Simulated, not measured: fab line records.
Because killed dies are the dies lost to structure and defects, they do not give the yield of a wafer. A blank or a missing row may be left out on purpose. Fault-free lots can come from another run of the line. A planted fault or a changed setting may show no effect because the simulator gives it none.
fab line records    flow sky130
[record] lots = 6  wafers = 18  lastDay = 51
route steps=708 shown VIA2@524 METAL3@532 CAPM@537
lots untouched by any fault: they come from a run of this same line in which no faults occurred
startH: the number of hours between the record's first day and the start of the first shown wafer of the lot    waitH: time in hours since the lot's previous step    " unchanged from the row above    L1.1+2: one row covering several wafers at once    - either no value or no given start    * or withheld: withheld    < > ~ a bound
route shown NAME@n: a module of which the file shows steps, and the number in the route of the first    usual: mean/standard deviation of fault-free wafers    same: alike in all rows    chamber/n: place in a boat    sites: each site's reading    _std_site: standard deviation across them    _edge_site: inner sites' mean taken away from outer sites' mean    radiusMm: how far each site lies from the wafer's centre    mask NAME#n: copy n    behind: tool/chamber where the wafer was last shaped    hold: why the lot was held/for how many hours/how that ended    device: whichever transistor did not switch (one of n, p or np)    end of line: the same wafers' tests at the end of the route    for a step that has no rows: nothing shown but its recipe    killed: at the first sort, the dies lost to defects and structure; wafer yield is something else    map: dies across one wafer; x = killed, . = not, _ = none there
set.NAME: the setting the step ran with; set.NAME@STEP: the setting that earlier step ran with    model.NAME: the simulator's own value behind a step, which no gauge read
a table for each step, a row for each wafer; lots at some steps of the route
services: when a tool's chamber went out of use (startH, in hours from the record's first day, below 0 if earlier), for how many hours, and the reason
[[steps]]
[step SKY_VIA2_STRIP_17]
[recipe] chemistry = postEtchResidueRemover  timeS = 1200  tempC = 72.5
[step SKY_VIA2_CLEAN_18]
[recipe] chemistry = IPA  timeS = 180  tempC = 25
[step SKY_VIA2_CLEAN_19]
[recipe] chemistry = O3/DIW  dry = n2Spin
[step SKY_VIA2_SPUTTER_20]
[recipe] material = TiN  targetThkNm = 20  chamberPressurePa = 5  powerW = 4000  timeS = 80
[step SKY_VIA2_CVD_21]
[recipe] material = W  targetThkNm = 420  timeS = 126.4  tempC = 400  pressureTorr = 40
[usual] heaterPowerW = 883/68
lot.wafer  tool     chamber  startH   waitH  heaterPowerW
L439.3     cvdW-01  1        874.75   0.1    962
L439.4     "        0        "        "      1018
L439.6     "        1        "        "      956
L441.3     cvdW-02  0        886.28   0.1    906
L441.4     "        1        "        "      765
L441.5     "        1        "        "      754
L446.1     cvdW-01  1        924.17   0.0    876
L446.4     "        0        "        "      933
L446.6     "        0        "        "      918
L455.3     cvdW-01  0        1009.36  0.1    915
L455.5     "        1        "        "      877
L455.6     "        0        "        "      936
L457.2     cvdW-01  0        1010.01  0.0    964
L457.4     "        1        "        "      900
L457.6     "        0        "        "      922
L458.3     cvdW-01  0        1043.95  0.1    933
L458.5     "        1        "        "      910
L458.6     "        0        "        "      913
[step SKY_VIA2_RS_MEAS_22]
[recipe] thkMeasGauge = four-point-probe  reads = W_of_VIA2_CVD_21+TiN_of_VIA2_SPUTTER_20
[usual] VIA2_W_RS = 0.273/0.0032
lot.wafer  tool          chamber  startH   waitH  VIA2_W_RS[ohm/sq]
L439.3     filmMetro-01  -        874.88   0.1    0.271
L439.4     "             -        "        "      0.270
L439.6     "             -        "        "      0.272
L441.3     filmMetro-02  -        886.41   0.1    0.280
L441.4     "             -        "        "      0.276
L441.5     "             -        "        "      0.274
L446.1     filmMetro-01  -        924.30   0.1    0.268
L446.4     "             -        "        "      0.268
L446.6     "             -        "        "      0.266
L455.3     filmMetro-01  -        1009.48  0.1    0.267
L455.5     "             -        "        "      0.270
L455.6     "             -        "        "      0.268
L457.2     filmMetro-03  -        1010.16  0.1    0.271
L457.4     "             -        "        "      0.270
L457.6     "             -        "        "      0.272
L458.3     filmMetro-02  -        1044.08  0.1    0.273
L458.5     "             -        "        "      0.277
L458.6     "             -        "        "      0.275
[step SKY_VIA2_THK_MEAS_23]
[recipe] thkMeasGauge = xrf  reads = W_of_VIA2_CVD_21
[usual] VIA2_W_THK = 428/7.3
lot.wafer  tool          chamber  startH   waitH  VIA2_W_THK[nm]
L439.3     filmMetro-01  -        874.98   0.1    433
L439.4     "             -        "        "      437
L439.6     "             -        "        "      437
L441.3     filmMetro-02  -        886.51   0.1    411
L441.4     "             -        "        "      417
L441.5     "             -        "        "      419
L446.1     filmMetro-01  -        924.42   0.1    442
L446.4     "             -        "        "      437
L446.6     "             -        "        "      441
L455.3     filmMetro-01  -        1009.58  0.1    441
L455.5     "             -        "        "      441
L455.6     "             -        "        "      441
L457.2     filmMetro-03  -        1010.27  0.1    428
L457.4     "             -        "        "      430
L457.6     "             -        "        "      432
L458.3     filmMetro-02  -        1044.18  0.1    422
L458.5     "             -        "        "      417
L458.6     "             -        "        "      421
[step SKY_VIA2_CMP_24]
[recipe] stopOn = SiO2  tOverpolishS = 20  downForcePsi = 3.5  platenRpm = 60  targetThkNm = 0  padVelocityMS = 0.94248
[usual] headPressurePsi = 3.500/0.0077  motorCurrentA = 10.9/1  overpolishRunS = 20.000/0.0083  platenRpm = 60.00/0.037  slurryFilterDpKPa = 13.50/0.14  timeToEndpointS = 103/3.7
lot.wafer  tool    chamber  startH   waitH  headPressurePsi  motorCurrentA  overpolishRunS  platenRpm  slurryFilterDpKPa  timeToEndpointS
L439.4     cmp-01  2        875.02   0.0    3.502            12.7           19.985          59.99      13.59              101
L439.3     "       3        "        "      3.505            11.7           20.007          60.00      13.64              106
L439.6     "       3        "        "      3.498            10.7           20.011          60.01      13.77              107
L441.3     cmp-01  1        886.60   0.1    3.504            9.2            19.989          60.02      13.49              98
L441.4     "       2        "        "      3.502            13.4           19.990          59.97      13.51              102
L441.5     "       0        "        "      3.510            10.5           19.993          59.98      13.54              103
L446.1     cmp-01  0        924.58   0.1    3.500            11.2           19.992          60.02      13.61              107
L446.4     "       1        "        "      3.514            9.5            19.997          60.01      13.35              103
L446.6     "       2        "        "      3.508            12.9           20.008          60.03      13.62              106
L455.3     cmp-01  0        1009.67  0.1    3.508            11.2           19.996          60.01      13.70              100
L455.6     "       3        "        "      3.495            11.2           20.014          60.01      13.57              105
L455.5     "       0        "        "      3.517            10.2           20.001          59.97      13.47              97
L457.2     cmp-01  3        1010.32  0.0    3.502            10.7           19.993          59.96      13.67              102
L457.4     "       0        "        "      3.497            10.3           19.991          60.00      13.41              100
L457.6     "       3        "        "      3.498            11.0           19.987          60.00      13.71              105
L458.3     cmp-01  1        1044.37  0.2    3.515            9.8            20.003          59.97      13.52              101
L458.6     "       2        "        "      3.483            12.6           19.994          60.10      13.79              103
L458.5     "       3        "        "      3.496            10.6           20.004          60.00      13.50              105
[step SKY_METAL3_SPUTTER_00]
[recipe] material = Ti  targetThkNm = 15  powerW = 3000  timeS = 10  chamberPressurePa = 0.4
[step SKY_METAL3_SPUTTER_01]
[recipe] material = TiN  targetThkNm = 20  powerW = 6500  timeS = 16.7  chamberPressurePa = 0.4
[usual] cathodeDcPowerW = 6500.1/1.1  chamberPressurePa = 0.4000/0.00079  throttleValvePct = 30.0/1.1
lot.wafer  tool           chamber  startH   waitH  cathodeDcPowerW  chamberPressurePa  throttleValvePct
L439.3     pvdSputter-01  -        875.34   0.0    6500.1           0.4014             30.4
L439.4     "              -        "        "      6501.8           0.3993             28.1
L439.6     "              -        "        "      6500.3           0.3996             31.8
L441.3     pvdSputter-02  -        886.87   0.0    6499.8           0.3996             30.5
L441.4     "              -        "        "      6499.7           0.4002             30.8
L441.5     "              -        "        "      6499.6           0.4000             30.4
L446.1     pvdSputter-01  -        924.80   0.0    6499.3           0.4010             31.1
L446.4     "              -        "        "      6500.3           0.3985             31.6
L446.6     "              -        "        "      6501.2           0.3989             28.0
L455.3     pvdSputter-04  -        1009.95  0.0    6498.8           0.4005             29.0
L455.5     "              -        "        "      6499.1           0.4003             29.4
L455.6     "              -        "        "      6499.8           0.4001             29.0
L457.2     pvdSputter-01  -        1010.65  0.0    6499.6           0.4017             31.1
L457.4     "              -        "        "      6501.2           0.4003             30.5
L457.6     "              -        "        "      6499.7           0.4009             31.7
L458.3     pvdSputter-02  -        1044.54  0.0    6499.2           0.3999             29.3
L458.5     "              -        "        "      6498.6           0.4005             30.7
L458.6     "              -        "        "      6498.5           0.3998             30.3
[step SKY_METAL3_SPUTTER_02]
[recipe] material = AlCu  targetThkNm = 735  powerW = 10600  timeS = 39.1  chamberPressurePa = 0.4
[step SKY_METAL3_SPUTTER_03]
[recipe] material = Ti  targetThkNm = 5  powerW = 3000  timeS = 3.3  chamberPressurePa = 0.4
[usual] cathodeDcPowerW = 3000.0/0.56  chamberPressurePa = 0.4001/0.00084  throttleValvePct = 30.0/1.1
lot.wafer  tool           chamber  startH   waitH  cathodeDcPowerW  chamberPressurePa  throttleValvePct
L439.3     pvdSputter-01  -        875.40   0.0    2999.0           0.4011             30.6
L439.4     "              -        "        "      3000.5           0.4001             27.9
L439.6     "              -        "        "      3000.3           0.3990             31.7
L441.3     pvdSputter-02  -        886.94   0.0    2999.4           0.3987             30.6
L441.4     "              -        "        "      3000.4           0.3996             30.2
L441.5     "              -        "        "      3000.7           0.3992             30.5
L446.1     pvdSputter-01  -        924.87   0.0    3000.2           0.3998             31.3
L446.4     "              -        "        "      3001.2           0.4015             31.7
L446.6     "              -        "        "      3000.0           0.4001             27.9
L455.3     pvdSputter-04  -        1010.01  0.0    2999.1           0.3995             28.9
L455.5     "              -        "        "      3001.5           0.3985             29.6
L455.6     "              -        "        "      3001.1           0.4000             29.0
L457.2     pvdSputter-01  -        1010.71  0.0    3000.8           0.4004             31.1
L457.4     "              -        "        "      2999.9           0.4011             30.2
L457.6     "              -        "        "      3000.1           0.3999             32.0
L458.3     pvdSputter-02  -        1044.60  0.0    2999.6           0.3998             29.7
L458.5     "              -        "        "      3000.3           0.4015             30.5
L458.6     "              -        "        "      2999.4           0.4009             30.4
[step SKY_METAL3_SPUTTER_04]
[recipe] material = TiN  targetThkNm = 70  powerW = 6500  timeS = 58.3  chamberPressurePa = 0.4
[usual] cathodeDcPowerW = 6500.0/1.2  chamberPressurePa = 0.4000/0.00077  throttleValvePct = 30.0/1.1
lot.wafer  tool           chamber  startH   waitH  cathodeDcPowerW  chamberPressurePa  throttleValvePct
L439.3     pvdSputter-01  -        875.42   0.0    6501.1           0.4008             30.5
L439.4     "              -        "        "      6498.2           0.3999             27.9
L439.6     "              -        "        "      6501.3           0.4000             31.8
L441.3     pvdSputter-02  -        886.96   0.0    6501.4           0.3995             30.2
L441.4     "              -        "        "      6499.7           0.4002             30.7
L441.5     "              -        "        "      6498.7           0.3986             30.4
L446.1     pvdSputter-01  -        924.89   0.0    6500.6           0.3994             31.3
L446.4     "              -        "        "      6501.0           0.4020             31.6
L446.6     "              -        "        "      6497.6           0.3998             27.9
L455.3     pvdSputter-04  -        1010.03  0.0    -                -                  -
L455.5     "              -        "        "      -                -                  -
L455.6     "              -        "        "      -                -                  -
L457.2     pvdSputter-01  -        1010.73  0.0    -                -                  -
L457.4     "              -        "        "      -                -                  -
L457.6     "              -        "        "      -                -                  -
L458.3     pvdSputter-02  -        1044.62  0.0    6502.0           0.4019             29.6
L458.5     "              -        "        "      6499.7           0.4005             30.4
L458.6     "              -        "        "      6501.6           0.3994             30.1
[step SKY_CAPM_CVD_00]
[recipe] material = SiO2  targetThkNm = 15.5  tempC = 400  timeS = withheld  rfW = 450
[step SKY_CAPM_SPUTTER_02]
[recipe] material = TiN  targetThkNm = 200  tempC = 300  powerW = 6500  timeS = 166.7  chamberPressurePa = 0.4
[step SKY_CAPM_DEHYDRATE_05]
[recipe] tempC = 200  timeS = 60
[step SKY_CAPM_HMDS_06]
[recipe] primeTimeS = 60  primeTempC = 120
[step SKY_CAPM_COAT_07]
[recipe] resist = NOVOLAK  spinRpm = 3000  resistThkNm = 1140
[step SKY_CAPM_SOFTBAKE_08]
[recipe] tempC = 90  timeS = 60  resist = NOVOLAK
[step SKY_CAPM_EXPOSE_09]
[recipe] maskId = CAPM  na = 0.6  sourceShape = conventional  sigmaOuter = 0.6  polarization = unpolarized  targetCdNm = 1000  doseMj = 159
[step SKY_CAPM_PEB_10]
[recipe] tempC = withheld  timeS = *  resist = NOVOLAK
[step SKY_CAPM_DEVELOP_11]
[recipe] resist = NOVOLAK  developer = TMAH  developTimeS = 60  devTempC = 23
[step SKY_CAPM_OVL_MEAS_12]
[usual] CAPM_OVL = 0.0/1.6
lot.wafer  tool        chamber  startH   waitH  CAPM_OVL[nm]
L439.3     overlay-01  -        901.25   0.1    1.1
L439.4     "           -        "        "      0.2
L439.6     "           -        "        "      0.9
L441.3     overlay-02  -        912.08   0.1    -2.0
L441.4     "           -        "        "      -1.1
L441.5     "           -        "        "      -3.4
L446.1     overlay-01  -        949.19   0.1    0.9
L446.4     "           -        "        "      1.8
L446.6     "           -        "        "      1.1
L455.3     overlay-01  -        1032.31  0.1    2.5
L455.5     "           -        "        "      0.6
L455.6     "           -        "        "      0.5
L457.2     overlay-01  -        1033.35  0.1    -0.3
L457.4     "           -        "        "      -0.3
L457.6     "           -        "        "      0.4
L458.3     overlay-02  -        1065.76  0.1    -2.2
L458.5     "           -        "        "      -2.0
L458.6     "           -        "        "      -1.3
[step SKY_CAPM_METAL_ETCH_13]
[recipe] targetDepthNm = 220  stopOn = SiO2  chemistry = Cl2/BCl3  target = TiN  pressureMtorr = 10  icpW = 900  biasW = 48.5  Cl2_flow_sccm = 60  bcl3FlowSccm = 30  timeS = 62.9
[step SKY_CAPM_STRIP_14]
[recipe] chemistry = O2/N2  powerW = 1400  pressureMtorr = 1500  platenTempC = withheld  o2FlowSccm = 3000  n2FlowSccm = 300  overashFraction = 0.5
[usual] chamberPressureMTorr = 1500.1/1.4  drypumpMotorCurrentA = 5.6/0.31  oesProductAu = 0.710/0.0041  stripTimeToEndpointS = 12.64/0.047
[same] overashFraction = 0.5
lot.wafer  tool            chamber  startH   waitH  chamberPressureMTorr  drypumpMotorCurrentA  oesProductAu  rfHoursCounterH  stripTimeToEndpointS
L439.3     plasmaAsher-02  0        901.47   0.1    1498.7                5.7                   0.711         -                12.69
L439.4     "               1        "        "      1499.8                5.9                   0.710         -                12.68
L439.6     "               1        "        "      1499.1                5.9                   0.709         -                12.70
L441.3     plasmaAsher-04  1        912.29   0.1    1499.1                5.3                   0.712         -                12.66
L441.4     "               0        "        "      1499.8                5.4                   0.715         -                12.64
L441.5     "               0        "        "      1500.1                5.3                   0.705         -                12.62
L446.1     plasmaAsher-04  0        949.31   0.1    1501.5                5.3                   0.709         113              12.61
L446.4     "               1        "        "      1499.8                5.3                   0.708         -                12.57
L446.6     "               1        "        "      1498.5                5.3                   0.712         -                12.64
L455.3     plasmaAsher-02  1        1032.47  0.1    1502.4                5.9                   0.706         -                12.63
L455.5     "               0        "        "      1500.8                5.8                   0.707         -                12.56
L455.6     "               1        "        "      1500.6                6.0                   0.710         -                12.62
L457.2     plasmaAsher-04  0        1033.46  0.1    1499.1                5.3                   0.711         123              12.68
L457.4     "               1        "        "      1500.2                5.3                   0.710         -                12.76
L457.6     "               1        "        "      1499.8                5.3                   0.714         -                12.70
L458.3     plasmaAsher-03  1        1065.90  0.1    1501.4                5.3                   0.711         -                12.72
L458.5     "               1        "        "      1498.8                5.3                   0.708         -                12.76
L458.6     "               0        "        "      1500.4                6.1                   0.713         -                12.71
[step SKY_CAPM_STRIP_15]
[recipe] chemistry = postEtchResidueRemover  timeS = 1200  tempC = 72.5
[step SKY_CAPM_CLEAN_16]
[recipe] chemistry = IPA  timeS = 180  tempC = 25
[step SKY_CAPM_CLEAN_17]
[recipe] chemistry = O3/DIW  dry = n2Spin
[step SKY_METAL3_DEHYDRATE_05]
[recipe] tempC = 200  timeS = 60
[step SKY_METAL3_HMDS_06]
[recipe] primeTimeS = 60  primeTempC = 120
[step SKY_METAL3_COAT_07]
[recipe] resist = BARC  tempC = withheld  timeS = withheld  spinRpm = 3000  resistThkNm = 60
[step SKY_METAL3_COAT_08]
[recipe] resist = KrF-thick  spinRpm = 3000  resistThkNm = 1140
[step SKY_METAL3_SOFTBAKE_09]
[recipe] tempC = 100  timeS = 90  resist = KrF-thick
[step SKY_METAL3_EXPOSE_10]
[recipe] maskId = MM3  na = 0.68  sourceShape = annular  sigmaInner = 0.4  sigmaOuter = 0.8  targetCdNm = 300  doseMj = 28
[step SKY_METAL3_PEB_11]
[recipe] pebTempC = withheld  pebTimeS = withheld  resist = KrF-thick
[step SKY_METAL3_DEVELOP_12]
[recipe] developTimeS = 60  resist = KrF-thick  devTempC = 21
[step SKY_METAL3_CD_MEAS_13]
[recipe] targetCdNm = 300
[usual] cdNm = 299.7/1.6
lot.wafer  tool      chamber  startH   waitH  cdNm
L439.3     cdSem-01  -        926.91   -      297.8
L439.4     "         -        "        "      299.3
L439.6     "         -        "        "      297.7
L441.3     cdSem-01  -        937.81   -      298.0
L441.4     "         -        "        "      296.9
L441.5     "         -        "        "      296.9
L446.1     cdSem-02  -        974.50   -      302.2
L446.4     "         -        "        "      302.0
L446.6     "         -        "        "      303.0
L455.3     cdSem-02  -        1055.31  -      298.3
L455.5     "         -        "        "      297.9
L455.6     "         -        "        "      297.0
L457.2     cdSem-02  -        1056.39  -      298.8
L457.4     "         -        "        "      297.2
L457.6     "         -        "        "      298.1
L458.3     cdSem-02  -        1086.74  -      297.2
L458.5     "         -        "        "      298.0
L458.6     "         -        "        "      297.3
[step SKY_METAL3_OVL_MEAS_14]
[usual] METAL3_OVL = -3/5.1
lot.wafer  tool        chamber  startH   waitH  METAL3_OVL[nm]
L439.3     overlay-02  -        927.00   0.1    -4
L439.4     "           -        "        "      10
L439.6     "           -        "        "      2
L441.3     overlay-02  -        937.90   0.1    -15
L441.4     "           -        "        "      -5
L441.5     "           -        "        "      -11
L446.1     overlay-02  -        974.62   0.1    -4
L446.4     "           -        "        "      2
L446.6     "           -        "        "      6
L455.3     overlay-01  -        1055.40  0.1    -15
L455.5     "           -        "        "      -9
L455.6     "           -        "        "      -6
L457.2     overlay-01  -        1056.50  0.1    -1
L457.4     "           -        "        "      2
L457.6     "           -        "        "      3
L458.3     overlay-01  -        1086.83  0.1    0
L458.5     "           -        "        "      0
L458.6     "           -        "        "      0
[step SKY_METAL3_DESCUM_15]
[recipe] chemistry = O2  sourcePowerW = 150  biasPowerW = 0  pressureMtorr = 10  tempC = 40  timeS = 8
[step SKY_METAL3_METAL_ETCH_18]
[recipe] targetDepthA = 8450  stopOn = SiO2  overEtchFrac = 0.3  timeS = 183.1  chemistry = Cl2/BCl3  resistSidewallDeg = 88  pressureMtorr = 10  icpW = 900  biasW = 48.5  Cl2_flow_sccm = 60  bcl3FlowSccm = 30
[usual] chamberPressureMTorr = 9.999/0.0088  drypumpMotorCurrentA = 5.4/0.49  oesProductAu = 0.867/0.0064  throttleValvePct = 22.264/0.0087
lot.wafer  tool         chamber  startH   waitH  chamberPressureMTorr  drypumpMotorCurrentA  oesProductAu  rfHoursCounterH  throttleValvePct
L439.3     rieMetal-03  0        927.23   0.1    10.005                5.1                   0.866         -                22.274
L439.4     "            1        "        "      9.988                 5.5                   0.859         -                22.252
L439.6     "            0        "        "      9.997                 5.1                   0.849         -                22.252
L441.3     rieMetal-01  0        938.26   0.1    9.997                 6.0                   0.868         -                22.250
L441.4     "            1        "        "      9.999                 5.2                   0.875         -                22.265
L441.5     "            0        "        "      9.999                 6.0                   0.875         -                22.267
L446.1     rieMetal-02  0        974.80   0.0    9.997                 6.2                   0.874         4                22.253
L446.4     "            0        "        "      9.985                 6.2                   0.860         -                22.269
L446.6     "            0        "        "      10.023                6.2                   0.858         -                22.268
L455.3     rieMetal-03  1        1055.63  0.1    9.996                 5.5                   0.831         -                22.280
L455.5     "            1        "        "      10.000                5.5                   0.833         -                22.264
L455.6     "            0        "        "      10.011                5.1                   0.825         -                22.273
L457.2     rieMetal-03  0        1056.67  0.0    9.999                 5.1                   0.838         14               22.270
L457.4     "            0        "        "      10.005                5.1                   0.838         -                22.267
L457.6     "            0        "        "      9.996                 5.1                   0.822         -                22.269
L458.3     rieMetal-01  0        1087.06  0.1    9.996                 5.9                   0.868         -                22.265
L458.5     "            1        "        "      10.002                5.2                   0.855         -                22.254
L458.6     "            0        "        "      9.989                 6.0                   0.865         -                22.257
[[services]]
tool            chamber  startH   hours  kind
cvdW-02         -        878.19   2.8    pm
rieMetal-01     -        890.63   2.8    pm
cvdW-01         -        904.09   14.0   pm
cmp-01          -        906.92   6.5    repair
pvdSputter-04   -        910.19   11.4   repair
plasmaAsher-03  -        912.49   2.8    pm
cmp-01          -        913.43   4.0    pm
rieMetal-01     -        925.09   1.0    repair
cvdW-02         1        926.04   11.0   repair
plasmaAsher-04  -        932.23   0.7    repair
cmp-01          -        955.08   1.2    repair
plasmaAsher-03  -        956.32   8.3    repair
pvdSputter-04   -        962.67   6.6    repair
cmp-01          -        966.97   1.0    repair
pvdSputter-02   -        967.56   8.9    repair
rieMetal-01     -        1000.67  4.0    pm
cmp-01          -        1002.27  7.2    pm
plasmaAsher-02  -        1004.06  3.9    repair
cvdW-02         -        1020.78  0.6    repair
cvdW-01         -        1024.04  6.9    pm
cmp-01          -        1037.00  1.1    repair
rieMetal-01     0        1050.49  5.9    repair
plasmaAsher-04  -        1055.25  9.0    pm
plasmaAsher-04  -        1079.59  3.3    repair
[[key]]
[firstSign] step = SKY_METAL3_SPUTTER_04  reading = toolRecord  direction = missing
[effect] step = SKY_METAL3_METAL_ETCH_18  reading = oesProductAu  direction = down  sigmas = 5.7  usual = 0.867  struck = 0.831
metAt SKY_METAL3_SPUTTER_04
struckWafers L455.3,L455.5,L455.6,L457.2,L457.4,L457.6
laterRowsLeftOut L455.3,L455.5,L455.6,L457.2,L457.4,L457.6
sortLeftOut L455.3,L455.5,L455.6,L457.2,L457.4,L457.6
onsetBetween 924.89 1010.03
[fault] kind = skippedStepWhole  tool = pvdSputter-01,pvdSputter-04  chamber = -  onsetH = 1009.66  steps = SKY_METAL3_SPUTTER_04  scope = struckLotsOnly
// sortLeftOut: the simulated sort isn't trusted on such a fault, so these wafers' sort isn't shown, and their yield isn't known
// laterRowsLeftOut: the simulator's readings of these wafers behind a module that went badly wrong aren't trusted and aren't shown, but for the sort
